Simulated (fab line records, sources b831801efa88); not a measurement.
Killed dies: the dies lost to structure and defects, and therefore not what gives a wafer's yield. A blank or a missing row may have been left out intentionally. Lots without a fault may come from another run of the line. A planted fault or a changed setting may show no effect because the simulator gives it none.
Which tool did it? -- flow gf180mcu -- 12 lots with 36 wafers sampled at 6 steps, on a route of 602 steps

== WHAT THE GAUGES SHOWED, per wafer ==
GF_HV_LDD_TW_MEAS_50. Usual: for HV_LDD_4_TW the level is 565.4 and the standard deviation is 2.5.
lot,measured,on,HV_LDD_4_TW,flag
L439,day 12 08:40,film metro-02,566.2 564.0 568.6,
L441,day 13 02:38,film metro-02,566.5 563.2 564.8,
L442,day 13 08:23,film metro-04,562.4 563.4 561.9,
L443,day 13 14:08,film metro-01,565.0 565.9 563.6,
L445,day 14 08:43,film metro-02,564.4 564.3 565.4,
L447,day 14 20:08,film metro-04,567.1 563.9 565.5,
L448,day 15 11:50,film metro-04,567.6 565.7 568.6,
L449,day 15 19:21,film metro-02,569.3 570.3 567.1,
L456,day 18 15:14,film metro-02,568.3 569.1 567.1,
L457,day 18 16:08,film metro-02,568.3 567.9 566.8,
L460,day 19 20:31,film metro-04,565.8 565.9 565.4,
L459,day 19 20:58,film metro-02,563.1 565.0 564.7,

GF_PSD_RS_MEAS_14: measurement is done with a four-point probe. Usual: for NSD_RS the level is 46.19 ohm/sq and the standard deviation is 0.096.
lot,measured,on,NSD_RS (ohm/sq),flag
L439,day 14 03:44,film metro-03,46.04 46.18 46.01,
L441,day 14 21:33,film metro-04,46.20 46.12 46.06,
L442,day 15 03:24,film metro-03,46.27 46.29 46.23,
L443,day 15 10:58,film metro-04,46.14 46.10 46.03,
L445,day 16 06:47,film metro-03,46.19 46.30 46.19,
L447,day 16 18:52,film metro-03,46.15 43.37 46.04 46.24 43.38 46.09,OFF
L448,day 17 11:32,film metro-03,46.26 46.13 43.54 46.15 46.05 43.54,OFF
L449,day 17 23:09,film metro-01,46.23 43.52 46.24 46.20 43.36 46.22,OFF
L456,day 20 19:28,film metro-04,46.08 46.04 46.17,
L457,day 21 00:30,film metro-03,46.12 46.29 46.24,
L460,day 22 00:13,film metro-01,46.20 46.17 46.19,
L459,day 22 00:22,film metro-04,46.16 46.37 46.06,

GF_PSD_RS_MEAS_15: measurement is done with a four-point probe. Usual: for PSD_RS the level is 108.7 ohm/sq and the standard deviation is 0.32.
lot,measured,on,PSD_RS (ohm/sq),flag
L439,day 14 03:51,film metro-03,108.8 108.6 108.5,
L441,day 14 21:40,film metro-04,108.4 108.4 108.2,
L442,day 15 03:31,film metro-03,109.0 108.9 108.7,
L443,day 15 11:05,film metro-04,108.8 108.5 108.3,
L445,day 16 06:55,film metro-03,109.0 108.7 109.0,
L447,day 16 23:02,film metro-03,108.6 103.0 108.5 108.7 103.1 108.1,OFF
L448,day 17 13:45,film metro-03,108.7 108.8 103.5 108.5 108.8 103.5,OFF
L449,day 18 01:50,film metro-01,108.6 102.9 108.9 108.8 102.9 109.0,OFF
L456,day 20 19:35,film metro-04,108.1 108.4 108.3,
L457,day 21 00:37,film metro-03,108.7 108.6 108.8,
L460,day 22 00:20,film metro-01,108.5 108.8 108.9,
L459,day 22 00:29,film metro-04,108.4 108.7 108.3,

GF_CONTACT_CD_MEAS_14: target cd 220 nm. Usual: 219.9 nm for cd nm, sd 1.3.
lot,measured,on,cd nm (nm),flag
L439,day 15 23:23,cd sem-01,221.7 221.6 221.3,
L441,day 16 17:13,cd sem-02,219.8 220.3 219.7,
L442,day 17 00:05,cd sem-01,221.6 219.2 220.3,
L443,day 17 09:10,cd sem-02,219.4 219.0 218.2,
L445,day 18 05:27,cd sem-01,218.1 220.1 221.4,
L447,day 18 17:59,cd sem-01,218.6 217.1 219.2,
L448,day 19 13:12,cd sem-02,218.4 218.0 217.5,
L449,day 20 00:42,cd sem-01,220.1 221.2 222.2,
L456,day 22 20:22,cd sem-02,221.4 219.0 220.4,
L457,day 23 00:52,cd sem-02,222.4 220.9 221.4,
L460,day 23 23:13,cd sem-02,221.4 220.0 221.9,
L459,day 23 23:58,cd sem-01,220.8 219.1 220.6,

== TOOL THAT RAN EACH LOT (tool first, then ch and the chambers of the sampled wafers, then the start) ==
lot,GF_PSD_RTA_13,GF_CONTACT_CMP_04
L439,"rtp anneal-01 ch 0, day 14 03:38","cmp-01 ch 0,2,3, day 15 01:26"
L441,"rtp anneal-01 ch 0, day 14 21:28","cmp-02 ch 0,2, day 15 19:26"
L442,"rtp anneal-01 ch 0, day 15 03:19","cmp-02 ch 0,3, day 16 01:57"
L443,"rtp anneal-01 ch 0, day 15 10:52","cmp-01 ch 0,1,3, day 16 09:56"
L445,"rtp anneal-01 ch 0, day 16 06:43","cmp-01 ch 1,2,3, day 17 06:26"
L447,"rtp anneal-01 ch 0, day 16 18:46","cmp-01 ch 1,2,3, day 17 18:06"
L448,"rtp anneal-01 ch 0, day 17 11:28","cmp-01 ch 0,1,3, day 18 12:16"
L449,"rtp anneal-01 ch 0, day 17 23:04","cmp-01 ch 0,2,3, day 19 00:24"
L456,"rtp anneal-01 ch 0, day 20 19:22","cmp-01 ch 1,2,3, day 21 20:20"
L457,"rtp anneal-01 ch 0, day 21 00:25","cmp-01 ch 0,1, day 22 01:54"
L460,"rtp anneal-02 ch 0, day 22 00:07","cmp-02 ch 0,1,3, day 23 00:32"
L459,"rtp anneal-01 ch 0, day 22 00:17","cmp-02 ch 1,2,3, day 23 01:14"
- GF_PSD_RTA_13: time 20 s.
- GF_CONTACT_CMP_04: polishes SiO2.

== AS READ BY THE TOOLS THEMSELVES (means over the sampled wafers that have a number; for cases with no such wafer, the mark the record gives instead) ==
GF_PSD_RTA_13. Usual: lamp power pct 38.0 %, standard deviation 0.84; run length s 49.1 s, standard deviation 0.5; wafer_temp_C_max 1030.0, standard deviation 1.
lot,tool,lamp power pct (%),run length s (s),wafer_temp_C_max,flag
L439,rtp anneal-01,37.5,49.1,1029.4,
L441,rtp anneal-01,37.5,49.2,1029.8,
L442,rtp anneal-01,37.4,49.0,1028.4,
L443,rtp anneal-01,37.4,49.2,1031.5,
L445,rtp anneal-01,37.5,49.1,1029.6,
L447,rtp anneal-01,37.4,53.5,1029.7,OFF
L448,rtp anneal-01,37.5,53.8,1030.0,OFF
L449,rtp anneal-01,37.4,53.7,1030.1,OFF
L456,rtp anneal-01,37.4,49.1,1029.9,
L457,rtp anneal-01,37.4,49.0,1030.9,
L460,rtp anneal-02,39.2,48.9,1030.3,
L459,rtp anneal-01,37.4,49.0,1030.2,

GF_CONTACT_CMP_04. Usual: motor current A 11.1 A, standard deviation 0.71; time to endpoint s 111 s, standard deviation 4.9.
lot,tool,motor current A (A),time to endpoint s (s),flag
L439,cmp-01,11.2,115,
L441,cmp-02,11.3,109,
L442,cmp-02,10.3,108,
L443,cmp-01,11.1,117,
L445,cmp-01,11.7,115,
L447,cmp-01,11.4,110,
L448,cmp-01,10.9,115,
L449,cmp-01,11.3,114,
L456,cmp-01,11.3,108,
L457,cmp-01,10.8,109,
L460,cmp-02,10.6,112,
L459,cmp-02,11.0,109,

== THE ANSWER, worked out from the rows above alone ==
Rule: take the mean of a lot's wafers that have a number; if it is more than 3 standard deviations from the usual mean, the lot is off. Also off: a lot with no number at a reading for which 4 or more lots have one. All remaining lots with rows at the step are treated as sound. First the gauges in route order, then the tools' own readings, where a lot's mean is used as printed above. At the first step where some lot is off, the reading lying furthest off is the one used; lots without a number count as furthest.
Off: L447, L448, L449, at GF_PSD_RS_MEAS_14 (NSD_RS).
If a tool, at a process step before that reading, ran all the lots that are off and no sound lot after the first of them, it fits. Not tried: the gauges at GF_PSD_RS_MEAS_14; whatever is off there is also off at GF_PSD_RTA_13, on other tools, and gauge error can't account for it. No candidate that was tried fits.

== WHAT WAS PUT IN BY THE SIMULATOR ==
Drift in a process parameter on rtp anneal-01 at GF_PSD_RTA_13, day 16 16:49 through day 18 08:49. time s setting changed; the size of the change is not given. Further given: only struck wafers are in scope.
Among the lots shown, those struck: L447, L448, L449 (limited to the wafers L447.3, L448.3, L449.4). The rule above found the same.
